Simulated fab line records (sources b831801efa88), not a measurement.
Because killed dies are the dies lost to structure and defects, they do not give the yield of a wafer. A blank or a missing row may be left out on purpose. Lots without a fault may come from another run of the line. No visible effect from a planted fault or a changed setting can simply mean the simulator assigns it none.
Shared-tool check + flow sky130 + Sampled: 14 lots, 42 wafers

## WHAT PROMPTED THE OPENING
On 2 of the 14 lots, a flag is raised at SKY_FIELD_ISO_CD_MEAS_13 on the reading cd nm. Fault-free wafers read 149.7 nm, with a standard deviation of 1.3.
Rule: a lot is flagged in two cases, either no wafer of it has a number, or all its wafers with numbers fall more than 4 standard deviations from that mean. The rest of the lots are taken to be sound.

| lot  | measured    | on        | cd nm (nm), wafer by wafer | flag    |
|------|-------------|-----------|----------------------------|---------|
| L707 | day 2 05:01 | cd sem-01 | 150.0 150.4 148.7          |         |
| L708 | day 2 10:01 | cd sem-01 | 148.8 148.7 147.5          |         |
| L709 | day 2 16:19 | cd sem-02 | 148.9 148.6 148.3          |         |
| L710 | day 2 22:06 | cd sem-01 | 150.5 148.6 147.8          |         |
| L711 | day 3 00:41 | cd sem-01 | 150.6 149.6 149.9          |         |
| L714 | day 3 18:37 | cd sem-01 | 151.3 148.7 150.3          |         |
| L715 | day 3 23:46 | cd sem-01 | 149.1 149.4 149.5          |         |
| L718 | day 4 12:58 | cd sem-01 | 96.9 96.6 98.4             | FLAGGED |
| L720 | day 5 01:29 | cd sem-01 | 107.6 107.5 107.0          | FLAGGED |
| L722 | day 5 10:32 | cd sem-02 | 153.0 152.3 153.1          |         |
| L724 | day 5 22:55 | cd sem-01 | 150.0 151.9 150.1          |         |
| L727 | day 6 14:03 | cd sem-01 | 148.9 151.8 150.3          |         |
| L728 | day 6 18:03 | cd sem-01 | 149.6 151.6 149.7          |         |
| L729 | day 7 00:14 | cd sem-01 | 151.6 151.3 150.0          |         |
The mean of the flagged lots' numbers is 102.3 nm, -47.4 nm from the usual (-36 standard deviations).

## EACH LOT AND THE TOOL IT RAN ON
The record keeps 1 process step preceding the reading, out of 708 steps on the route. Read each cell as the tool, then ch plus the chambers that the sampled wafers visited, then the start.
| lot  | flag    | SKY_FIELD_ISO_EXPOSE_10          |
|------|---------|----------------------------------|
| L707 |         | krf scanner-01 ch 0, day 1 21:37 |
| L708 |         | krf scanner-01 ch 0, day 2 03:12 |
| L709 |         | krf scanner-01 ch 0, day 2 08:40 |
| L710 |         | krf scanner-01 ch 0, day 2 14:29 |
| L711 |         | krf scanner-02 ch 0, day 2 17:24 |
| L714 |         | krf scanner-01 ch 0, day 3 10:55 |
| L715 |         | krf scanner-02 ch 0, day 3 16:10 |
| L718 | FLAGGED | krf scanner-02 ch 0, day 4 05:20 |
| L720 | FLAGGED | krf scanner-02 ch 0, day 4 16:26 |
| L722 |         | krf scanner-01 ch 0, day 5 02:17 |
| L724 |         | krf scanner-01 ch 0, day 5 13:40 |
| L727 |         | krf scanner-01 ch 0, day 6 04:22 |
| L728 |         | krf scanner-01 ch 0, day 6 08:18 |
| L729 |         | krf scanner-01 ch 0, day 6 15:11 |
These steps, and what they do:
- SKY_FIELD_ISO_EXPOSE_10: exposes mask FOM, target cd 150 nm.
- SKY_FIELD_ISO_CD_MEAS_13: target cd 150 nm.

## FLAGGED AGAINST TOTAL, ONE TOOL AT A TIME (gauges that did the reading follow at the end)
| step                     | tool           | lots run | flagged | share of the flagged lots | sound lots run after its first flagged lot |
|--------------------------|----------------|----------|---------|---------------------------|--------------------------------------------|
| SKY_FIELD_ISO_EXPOSE_10  | krf scanner-01 | 10       | 0       | none                      | -                                          |
| SKY_FIELD_ISO_EXPOSE_10  | krf scanner-02 | 4        | 2       | all                       | 0                                          |
| SKY_FIELD_ISO_CD_MEAS_13 | cd sem-01      | 12       | 2       | all                       | 4 (L724,L727,L728,L729)                    |
| SKY_FIELD_ISO_CD_MEAS_13 | cd sem-02      | 2        | 0       | none                      | -                                          |

## WHAT IS ALLOWED BY THE TABLE
Rows of the table that ran all the flagged lots, 2 in number: krf scanner-02 at SKY_FIELD_ISO_EXPOSE_10; cd sem-01 at SKY_FIELD_ISO_CD_MEAS_13.
- krf scanner-02 at SKY_FIELD_ISO_EXPOSE_10 ran 4 lots, 2 of them flagged. Last sound lot L715 at day 3 16:10, first flagged lot L718 at day 4 05:20; a fault beginning in between fits. Its own readings (exposure dose mJ cm2) fall more than 4 standard deviations out on all wafers of the flagged lots.
- cd sem-01 at SKY_FIELD_ISO_CD_MEAS_13 ran 12 lots, 2 of them flagged. Sound lots followed the first flagged one (L724, L727, L728, L729) on it, something a lasting fault affecting the whole tool could not allow.
krf scanner-02 at SKY_FIELD_ISO_EXPOSE_10 is the single tool remaining.

## WHAT HAD BEEN PUT IN BY THE SIMULATOR
Process parameters drifting: krf scanner-02 at SKY_FIELD_ISO_EXPOSE_10, beginning at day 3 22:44. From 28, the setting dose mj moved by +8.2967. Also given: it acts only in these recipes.
Lots struck among those shown: L718, L720. The rule above found the same.
